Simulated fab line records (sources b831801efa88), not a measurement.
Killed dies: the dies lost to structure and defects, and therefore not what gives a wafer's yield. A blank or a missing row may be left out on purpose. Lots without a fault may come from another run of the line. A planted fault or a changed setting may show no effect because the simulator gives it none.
A single fault, viewed from 2 desks -- flow gf180mcu -- every desk sees just its own numbers, and what lay behind them comes last

## FROM THE METROLOGY DESK
What the gauges read for every lot (on any tool): the sampled wafers with a number, averaged. Marked OUT: a lot whose mean sits more than 4 standard deviations from the usual mean, which makes it out of limits; the brackets give that distance.
Columns: A = V2_CVD_02_THK at GF_V2_THK_MEAS_03, usual 848 nm
lot,first seen here,A
L264,day 19 20:49,857
L267,day 21 14:57,862
L270,day 22 14:32,881
L274,day 23 19:17,849
L275,day 24 03:44,833
L278,day 25 01:38,843
L280,day 25 16:21,855
L281,day 25 19:29,853
L282,day 26 08:07,853
L284,day 26 18:18,844
L285,day 27 02:16,850
This desk's verdict: no lot among the 11 shows anything out of limits.

## AT THE TOOL OWNER'S DESK: pecvd-03
The tool's own readings at GF_V2_CVD_02 (deposits SiO2 from TEOS, target thk 850 nm, time 94.851 s): means of the sampled wafers that have a number, for each lot that ran on this tool. Marked OUT: a lot whose mean sits more than 4 standard deviations from the usual mean, which makes it out of limits; the brackets give that distance.
Columns: A = heaterPowerW at GF_V2_CVD_02, usual 659 W; B = rfFwdPowerW at GF_V2_CVD_02, usual 596.7 W; C = susceptorTempC at GF_V2_CVD_02, usual 399.97 C
lot,first seen here,A,B,C
L264,day 19 20:43,605,598.7,400.11
L267,day 21 14:50,527,627.1 (+15) OUT,399.77
L270,day 22 14:28,663,630.5 (+17) OUT,399.87
L278,day 25 01:34,549,598.9,399.92
L282,day 26 08:03,680,592.1,399.89
This desk's finding: out of limits on L267, L270; first on L267, day 21 14:50 (rfFwdPowerW at GF_V2_CVD_02). In limits: L264, L278, L282.

## TAKEN TOGETHER
The tool owner's desk had the chance to raise an alarm at day 21 14:50 on L267, L270.
From the metrology desk's view, nothing was out of limits.
The metrology desk has L267, L270 on record, within its limits.
Of the lots named, all ran GF_V2_CVD_02 on pecvd-03.

## WHAT HAD BEEN PUT IN BY THE SIMULATOR
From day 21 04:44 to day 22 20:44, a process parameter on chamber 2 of pecvd-03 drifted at GF_V2_CVD_02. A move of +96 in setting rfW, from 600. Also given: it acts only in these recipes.
Struck lots among those shown: L267, L270.
Delay in hours, fault start to first out-of-limits reading, by desk: the tool owner's desk at 10.
